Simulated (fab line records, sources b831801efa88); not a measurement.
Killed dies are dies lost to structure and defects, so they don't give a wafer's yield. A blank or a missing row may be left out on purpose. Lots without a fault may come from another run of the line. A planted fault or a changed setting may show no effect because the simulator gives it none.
Problem report in the 8D (eight disciplines) form, filled by code | flow gf180mcu | the parts of the form that need people (team, actions taken, sign-off) are left out

1. THE PROBLEM
V1_CVD_02_THK at GF_V1_THK_MEAS_03 reads a mean of 748 nm on 2 wafers of 2 lots; wafers without a fault read 853 nm with a standard deviation of 12. That is -8.8 standard deviations from the usual mean.
First seen on wafer L900.4, day 24 01:59, on film_metro-03. The record holds 38 wafers of 14 lots with a number at this step. Rule for "out", or "out of limits": more than 4 standard deviations from the usual mean. The other wafers with a number count as sound.

2. WHAT IT IS AND WHAT IT IS NOT
question                    | is                           | is not
which readings at this step | V1_CVD_02_THK                | -
which lots                  | L900, L901                   | L882, L883, L884, L885, L887, L888, L890, L892, L893, L895, L897, L904
which wafers of those lots  | all that have a number       | -
read on which gauges        | film_metro-01, film_metro-03 | film_metro-04
when                        | from day 24 01:59            | up to then (33 sound wafers); but 3 sound wafers of L904 came after

3. SUSPECTS, AND WHAT RULES EACH OUT
Counting: a tool at a process step up to the reading stays a suspect if it ran every lot that is out and no sound lot after the first of them.
- the gauge at GF_V1_THK_MEAS_03: ruled out. The wafers that are out were read on 2 gauges (film_metro-01, film_metro-03).
- pecvd-01 at GF_V1_CVD_02 (deposits SiO2 from TEOS, target thk 850 nm, time 94.851 s): kept. It ran every lot that is out, first L900 (day 24 01:55), and no sound lot after that; its last sound lot up to then is L895 (day 22 15:31).
Left after counting: pecvd-01 at GF_V1_CVD_02.

4. THE CAUSE (what the simulator had put in)
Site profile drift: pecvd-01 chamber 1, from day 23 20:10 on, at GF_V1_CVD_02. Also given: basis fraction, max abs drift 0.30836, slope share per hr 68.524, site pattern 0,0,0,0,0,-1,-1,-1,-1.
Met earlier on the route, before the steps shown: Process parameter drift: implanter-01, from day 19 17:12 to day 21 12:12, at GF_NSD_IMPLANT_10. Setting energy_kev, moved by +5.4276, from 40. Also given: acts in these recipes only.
Counting left only this tool.

5. THE CHAIN OF EFFECTS, in route order
Each row: a reading whose mean over the struck wafers that have a number lies more than 3 standard deviations from the usual. Only readings for which the record gives a usual standard deviation are gone through. hours: the time from each lot's start at the first step in this table that gives one to its start at this step, as a median over the lots. sigmas: the change in usual standard deviations.
hours | step              | reading        | usual      | on struck wafers | change | sigmas
0     | GF_V1_THK_MEAS_03 | V1_CVD_02_THK  | 853 nm     | 748              | -105   | -8.8
-     | GF_V1_ETCH_17     | oes_product_au | 0.856 a.u. | 0.772            | -0.084 | -18
The process steps in it:
- GF_V1_ETCH_17: etches SiO2 in C4F8/O2/Ar, stops on TiN, target depth 630 nm.
Later measuring or inspecting steps at which every struck wafer that the step has a row for has a number for every such reading, and none has moved that far: GF_V1_BOW_MEAS_05.

6. WHAT WOULD HAVE CAUGHT IT SOONER
In this record the first reading out of limits at a measuring or inspecting step was taken at day 24 01:59, 6 hours after the fault began at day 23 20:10.
Of the tool readings at GF_V1_CVD_02 for which the record gives a usual standard deviation, none was out on any struck wafer, so an alarm limit of 4 standard deviations on them would not have fired.
Of the lots that are out (2), L901 began GF_V1_CVD_02 on pecvd-01 after day 24 01:59. A hold on the tool at that time would have spared it.
